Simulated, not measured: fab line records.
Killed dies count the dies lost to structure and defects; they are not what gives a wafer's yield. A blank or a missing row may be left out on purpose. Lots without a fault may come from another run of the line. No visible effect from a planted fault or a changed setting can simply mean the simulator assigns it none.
Chamber matching || flow sky130 || 4 sister chambers for SKY_LI_CONTACT_CMP_02 on cmp-01
The step polishes PSG. 14 wafers are shown with their chamber, then 7 later ones without.

WAFERS WITH THEIR CHAMBER
{"wafer": "L605.3", "chamber": 1, "motor_current_A (A)": 12.1, "time_to_endpoint_s (s)": 33.2, "slurry_filter_dp_kPa (kPa)": 13.33}
{"wafer": "L605.4", "chamber": 2, "motor_current_A (A)": 10.4, "time_to_endpoint_s (s)": 32.9, "slurry_filter_dp_kPa (kPa)": 13.36}
{"wafer": "L605.5", "chamber": 3, "motor_current_A (A)": 11.1, "time_to_endpoint_s (s)": 35.2, "slurry_filter_dp_kPa (kPa)": 13.54}
{"wafer": "L610.1", "chamber": 3, "motor_current_A (A)": 11.1, "time_to_endpoint_s (s)": 33.9, "slurry_filter_dp_kPa (kPa)": 13.51}
{"wafer": "L610.2", "chamber": 2, "motor_current_A (A)": 10.8, "time_to_endpoint_s (s)": 30.1, "slurry_filter_dp_kPa (kPa)": 13.55}
{"wafer": "L610.5", "chamber": 1, "motor_current_A (A)": 12.9, "time_to_endpoint_s (s)": 30.5, "slurry_filter_dp_kPa (kPa)": 13.60}
{"wafer": "L611.2", "chamber": 2, "motor_current_A (A)": 10.7, "time_to_endpoint_s (s)": 33.9, "slurry_filter_dp_kPa (kPa)": 13.53}
{"wafer": "L611.3", "chamber": 1, "motor_current_A (A)": 12.5, "time_to_endpoint_s (s)": 30.6, "slurry_filter_dp_kPa (kPa)": 13.47}
{"wafer": "L611.5", "chamber": 0, "motor_current_A (A)": 11.9, "time_to_endpoint_s (s)": 32.5, "slurry_filter_dp_kPa (kPa)": 13.75}
{"wafer": "L614.4", "chamber": 0, "motor_current_A (A)": 11.7, "time_to_endpoint_s (s)": 32.4, "slurry_filter_dp_kPa (kPa)": 13.46}
{"wafer": "L614.5", "chamber": 0, "motor_current_A (A)": 11.5, "time_to_endpoint_s (s)": 34.2, "slurry_filter_dp_kPa (kPa)": 13.44}
{"wafer": "L614.6", "chamber": 1, "motor_current_A (A)": 12.0, "time_to_endpoint_s (s)": 31.6, "slurry_filter_dp_kPa (kPa)": 13.57}
{"wafer": "L619.3", "chamber": 2, "motor_current_A (A)": 11.1, "time_to_endpoint_s (s)": 33.7, "slurry_filter_dp_kPa (kPa)": 13.59}
{"wafer": "L619.5", "chamber": 1, "motor_current_A (A)": 12.4, "time_to_endpoint_s (s)": 37.0, "slurry_filter_dp_kPa (kPa)": 13.56}

SIGNATURES, as means of the wafers listed above
{"reading": "motor_current_A", "chamber 0": 11.700, "chamber 1": 12.380, "chamber 2": 10.750, "chamber 3": 11.100, "scatter within a chamber": 0.289}
{"reading": "time_to_endpoint_s", "chamber 0": 33.033, "chamber 1": 32.580, "chamber 2": 32.650, "chamber 3": 34.550, "scatter within a chamber": 2.03}
{"reading": "slurry_filter_dp_kPa", "chamber 0": 13.5500, "chamber 1": 13.5060, "chamber 2": 13.5075, "chamber 3": 13.5250, "scatter within a chamber": 0.118}
Rule: a wafer's distance from a chamber is the root of the sum, over the readings, of the square of ((its reading less the chamber's mean) divided by the reading's scatter). The wafer belongs to the nearest chamber; if the next one is less than 2 further off, it can't be placed. The scatter is the square root of a quotient: the sum, over the shown wafers, of each reading's squared deviation from its chamber's mean, divided by wafers minus chambers.

WAFERS WITHOUT THEIR CHAMBER
{"wafer": "L619.6", "motor_current_A (A)": 10.6, "time_to_endpoint_s (s)": 36.9, "slurry_filter_dp_kPa (kPa)": 13.47}
{"wafer": "L620.3", "motor_current_A (A)": 10.4, "time_to_endpoint_s (s)": 35.5, "slurry_filter_dp_kPa (kPa)": 13.43}
{"wafer": "L620.5", "motor_current_A (A)": 12.3, "time_to_endpoint_s (s)": 34.1, "slurry_filter_dp_kPa (kPa)": 13.63}
{"wafer": "L620.6", "motor_current_A (A)": 11.0, "time_to_endpoint_s (s)": 35.6, "slurry_filter_dp_kPa (kPa)": 13.63}
{"wafer": "L625.1", "motor_current_A (A)": 12.2, "time_to_endpoint_s (s)": 32.6, "slurry_filter_dp_kPa (kPa)": 13.50}
{"wafer": "L625.4", "motor_current_A (A)": 11.0, "time_to_endpoint_s (s)": 34.5, "slurry_filter_dp_kPa (kPa)": 13.30}
{"wafer": "L625.5", "motor_current_A (A)": 11.4, "time_to_endpoint_s (s)": 33.4, "slurry_filter_dp_kPa (kPa)": 13.56}

THE CHAMBER EACH PASSED THROUGH
{"wafer": "L619.6", "from the rows above": "can't be placed: 3 or 2", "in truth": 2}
{"wafer": "L620.3", "from the rows above": "can't be placed: 2 or 3", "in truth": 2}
{"wafer": "L620.5", "from the rows above": "can't be placed: 1 or 0", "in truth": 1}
{"wafer": "L620.6", "from the rows above": "can't be placed: 3 or 2 or 0", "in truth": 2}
{"wafer": "L625.1", "from the rows above": "can't be placed: 1 or 0", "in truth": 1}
{"wafer": "L625.4", "from the rows above": "can't be placed: 3 or 2 or 0", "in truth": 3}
{"wafer": "L625.5", "from the rows above": "can't be placed: 0 or 3 or 2", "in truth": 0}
0 of 7 placed correctly. Unplaceable from these rows: 7, with the true chamber sitting among the candidates in 7. Wrongly placed: 0.
